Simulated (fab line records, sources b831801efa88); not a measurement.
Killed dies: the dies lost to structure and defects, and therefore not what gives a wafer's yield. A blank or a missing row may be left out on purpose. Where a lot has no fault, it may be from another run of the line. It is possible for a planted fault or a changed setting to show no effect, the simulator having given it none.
Which tool did it? ; flow gf180mcu ; 39 wafers sampled from 13 lots at 1 step of a route of 602

## WHAT THE GAUGES READ, wafer by wafer
GF_V3_BOW_MEAS_05.
lot;measured;on;V3_BOW (um)
L593;day 21 02:55;film metro-04;113 105 121
L596;day 22 04:59;film metro-04;107 124 117
L595;day 22 10:05;film metro-03;113 120 124
L597;day 22 13:36;film metro-03;135 125 133
L599;day 23 23:53;film metro-03;119 118 134
L600;day 24 01:19;film metro-04;129 120 119
L602;day 24 12:55;film metro-04;120 130 123
L603;day 25 06:04;film metro-03;115 120 116
L604;day 25 07:45;film metro-04;108 116 104
L605;day 25 15:13;film metro-03;125 130 135
L606;day 25 22:01;film metro-04;113 117 113
L608;day 26 11:58;film metro-04;115 124 112
L616;day 29 00:01;film metro-04;121 117 128

## WHAT TOOL EACH LOT RAN ON (gives the tool, then ch and the chambers of the sampled wafers, and finally the start)
Before these readings, the record contains no process step.

## WHAT THE TOOLS THEMSELVES READ (means of the sampled wafers that have a number; where no wafer has one, the mark that the record gives instead)
The record holds no such reading with a usual standard deviation.

## THE ANSWER, worked out from the rows above alone
Rule: the usual values come from the lots themselves. Put in order of their means at a reading, lots are off if they are a third of the lots or fewer, leave a main group of 4 or more, and stand apart from it by a gap of 3 or more times the standard deviation of the main group's means; of several such gaps the widest counts. If all means in a main group match to the digits the tables above print for the reading, that group is not used. Also off: a lot with no number at a reading for which 4 or more lots have one. The other lots that the step has rows for count as sound. First the gauges in route order, then the tools' own readings, where a lot's mean is used as printed above. The first step at which some lot is off is used, and at that step the reading that is off furthest; a lot without a number counts as furthest.
None of the lots is off at any reading shown; this tells nothing.

## WHAT THE SIMULATOR HAD PUT IN
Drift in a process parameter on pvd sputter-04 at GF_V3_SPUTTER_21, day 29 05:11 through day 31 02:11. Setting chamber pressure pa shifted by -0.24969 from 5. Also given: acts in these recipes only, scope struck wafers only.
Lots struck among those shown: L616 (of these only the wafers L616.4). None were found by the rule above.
